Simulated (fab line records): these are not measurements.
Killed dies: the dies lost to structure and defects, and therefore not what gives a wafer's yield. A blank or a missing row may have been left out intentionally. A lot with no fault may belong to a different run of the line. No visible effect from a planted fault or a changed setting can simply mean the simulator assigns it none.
Which of the tools did it? -- flow sky130 -- Sampling: 24 lots, 72 wafers, 3 of 708 route steps

== WHAT EACH GAUGE READ, for each wafer ==
SKY_POLY_GATE_THK_MEAS_04. Usual: for POLY_GATE_CVD_03_THK the level is 74.6 nm and the standard deviation is 0.8.
lot,measured,on,POLY_GATE_CVD_03_THK (nm),flag
L074,day 14 23:14,film-metro-03,74.4 75.1 74.7,
L075,day 15 11:50,film-metro-02,73.8 73.6 73.9,
L076,day 17 07:05,film-metro-03,76.1 74.9 75.9,
L077,day 17 07:08,film-metro-03,74.5 73.9 74.2,
L078,day 17 07:12,film-metro-03,74.1 73.7 74.4,
L080,day 17 16:50,film-metro-03,75.0 74.4 75.1,
L079,day 17 16:50,film-metro-04,72.8 73.1 72.3,
L082,day 17 21:11,film-metro-02,74.3 73.5 74.2,
L081,day 17 21:11,film-metro-04,74.8 74.7 74.2,
L084,day 18 09:52,film-metro-03,74.1 73.4 73.9,
L083,day 18 16:50,film-metro-02,73.9 73.8 73.2,
L085,day 18 23:50,film-metro-02,74.7 74.2 74.5,
L086,day 19 05:13,film-metro-03,74.6 75.0 74.6,
L087,day 19 16:40,film-metro-04,75.0 75.8 75.0,
L088,day 19 21:52,film-metro-03,75.0 74.7 74.9,
L089,day 20 07:24,film-metro-03,75.0 74.5 74.0,
L090,day 20 20:22,film-metro-02,74.9 73.7 74.2,
L091,day 21 03:37,film-metro-03,75.1 74.7 75.7,
L092,day 21 14:02,film-metro-03,75.4 75.4 75.6,
L093,day 22 00:44,film-metro-04,74.9 75.3 75.3,
L094,day 22 06:07,film-metro-04,74.1 74.2 74.4,
L095,day 22 10:46,film-metro-04,74.3 75.2 74.6,
L096,day 23 02:23,film-metro-02,75.1 74.5 74.8,
L097,day 23 06:23,film-metro-03,76.5 76.3 77.3,

SKY_POLY_GATE_CD_MEAS_13: the cd target is 150 nm. Usual: 149.6 nm for cd-nm, sd 1.6.
lot,measured,on,cd-nm (nm),flag
L074,day 16 01:10,cd-sem-02,147.6 147.5 149.3,
L075,day 16 14:33,cd-sem-01,150.5 152.3 149.9,
L076,day 18 12:03,cd-sem-01,150.7 151.0 150.9,
L077,day 18 12:13,cd-sem-02,146.8 148.2 147.7,
L078,day 18 12:41,cd-sem-01,148.9 149.1 149.7,
L080,day 18 22:44,cd-sem-02,148.6 150.0 149.3,
L079,day 18 22:25,cd-sem-01,149.6 149.4 150.0,
L082,day 19 03:28,cd-sem-01,148.2 147.0 147.5,
L081,day 19 04:46,cd-sem-01,149.1 149.0 148.7,
L084,day 19 17:45,cd-sem-01,148.9 150.5 150.2,
L083,day 20 00:11,cd-sem-02,152.2 149.6 150.7,
L085,day 20 06:41,cd-sem-01,149.4 149.3 148.0,
L086,day 20 11:51,cd-sem-02,148.9 149.1 150.7,
L087,day 20 23:23,cd-sem-01,147.6 147.9 147.8,
L088,day 21 03:33,cd-sem-02,151.7 152.5 151.7,
L089,day 21 13:52,cd-sem-02,149.2 148.9 149.5,
L090,day 22 03:28,cd-sem-02,147.3 146.6 147.7,
L091,day 22 09:34,cd-sem-01,148.5 148.0 148.6,
L092,day 22 20:34,cd-sem-01,151.5 151.3 150.4,
L093,day 23 07:34,cd-sem-02,151.5 150.3 150.9,
L094,day 23 12:10,cd-sem-01,149.9 149.7 149.1,
L095,day 23 17:01,cd-sem-02,153.2 152.4 152.5,
L096,day 24 07:32,cd-sem-01,149.6 150.9 149.0,
L097,day 24 12:20,cd-sem-02,150.1 151.0 149.9,

SKY_POLY_CUT_CD_MEAS_08: the cd target is 270 nm. Usual: 269.9 nm for cd-nm, sd 1.1.
lot,measured,on,cd-nm (nm),flag
L074,day 23 21:35,cd-sem-02,271.8 269.6 271.4,
L075,day 24 09:22,cd-sem-01,270.7 269.4 270.5,
L076,day 26 06:02,cd-sem-01,270.4 271.8 271.7,
L077,day 26 10:07,cd-sem-01,270.5 272.1 271.0,
L078,day 26 10:02,cd-sem-02,269.4 270.0 270.3,
L080,day 26 16:35,cd-sem-01,270.8 272.5 271.1,
L079,day 26 18:19,cd-sem-01,270.5 271.1 270.0,
L082,day 27 01:25,cd-sem-01,268.6 266.8 268.5,
L081,day 27 01:43,cd-sem-01,269.9 269.6 269.7,
L084,day 27 13:29,cd-sem-01,270.5 269.9 269.9,
L083,day 27 17:32,cd-sem-01,269.6 269.9 270.3,
L085,day 27 22:20,cd-sem-02,272.8 271.9 270.5,
L086,day 28 03:55,cd-sem-01,271.8 270.1 271.1,
L087,day 28 13:25,cd-sem-01,269.2 268.8 269.1,
L088,day 28 17:07,cd-sem-02,268.5 268.3 268.4,
L089,day 29 03:44,cd-sem-01,270.1 270.3 270.9,
L090,day 29 14:40,cd-sem-01,268.9 268.4 269.0,
L091,day 29 18:23,cd-sem-02,271.1 270.3 269.9,
L092,day 30 08:28,cd-sem-02,269.8 269.2 270.2,
L093,day 30 16:43,cd-sem-01,269.8 269.4 269.2,
L094,day 30 19:50,cd-sem-01,267.2 268.6 268.0,
L095,day 31 01:31,cd-sem-01,270.7 269.7 271.1,
L096,day 31 15:56,cd-sem-02,270.6 269.8 270.4,
L097,day 31 17:56,cd-sem-02,270.0 268.7 270.0,

== WHAT TOOL EACH LOT RAN ON (gives the tool, then ch and the chambers of the sampled wafers, and finally the start) ==
The record holds no process step before these readings.

== AS READ BY THE TOOLS THEMSELVES (means over the sampled wafers that have a number; for cases with no such wafer, the mark the record gives instead) ==
The record holds no such reading with a usual standard deviation.

== THE ANSWER, worked out from the rows above alone ==
Rule: a lot counts as off when the mean over its wafers that have a number is more than 3 standard deviations away from the usual mean. Also off: a lot with no number at a reading for which 4 or more lots have one. The other lots that the step has rows for count as sound. Order of review: gauges by route order, followed by the tools' own readings, for which a lot's mean as printed above is used. The first step at which some lot is off is used, and at that step the reading that is off furthest; a lot without a number counts as furthest.
Nothing can be told from this: no lot is off at any reading shown.

== WHAT WAS PUT IN BY THE SIMULATOR ==
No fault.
